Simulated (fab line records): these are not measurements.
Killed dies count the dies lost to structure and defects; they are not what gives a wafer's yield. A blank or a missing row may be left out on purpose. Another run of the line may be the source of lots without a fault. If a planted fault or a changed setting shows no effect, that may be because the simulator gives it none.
A single fault, viewed from 2 desks ; flow sky130 ; each desk has only its own numbers; what lay behind them comes last

DESK OF THE TOOL OWNER: pvd-sputter-03
At SKY_METAL3_SPUTTER_01 (material TiN, target thk 20 nm, time 16.7 s) the tool's own readings: per lot run on this tool, the mean of the sampled wafers that have a number. If a lot's mean is further than 4 standard deviations from the usual mean, the lot is out of limits and carries the mark OUT (the distance appears in the brackets).
Columns: A = throttle-valve-pct at SKY_METAL3_SPUTTER_01, usual 30.2 %
lot;first seen here;A
L518;day 38 04:49;29.3
L522;day 39 17:46;29.6
L527;day 41 01:35;29.4
This desk found nothing out of limits on any of the 3 lots.

FROM THE METROLOGY DESK
Means of the sampled wafers that have a number, per lot and without regard to the tool the lot ran on: this is what the gauges read. If a lot's mean is further than 4 standard deviations from the usual mean, the lot is out of limits and carries the mark OUT (the distance appears in the brackets).
Columns: A = VIA2_W_RS at SKY_VIA2_RS_MEAS_22, usual 0.272 ohm/sq; B = VIA2_W_THK at SKY_VIA2_THK_MEAS_23, usual 417 nm
lot;first seen here;A;B
L513;day 36 12:19;0.268;419
L518;day 38 04:20;0.270;420
L522;day 39 17:16;0.263;438
L527;day 41 01:05;0.276;414
L531;day 42 05:32;0.272;412
L533;day 42 12:56;0.273;411
This desk found nothing out of limits on any of the 6 lots.

ALL TOGETHER
The tool owner's desk saw nothing out of limits.
At the metrology desk, nothing out of limits was observed.

WHAT WAS PUT IN BY THE SIMULATOR
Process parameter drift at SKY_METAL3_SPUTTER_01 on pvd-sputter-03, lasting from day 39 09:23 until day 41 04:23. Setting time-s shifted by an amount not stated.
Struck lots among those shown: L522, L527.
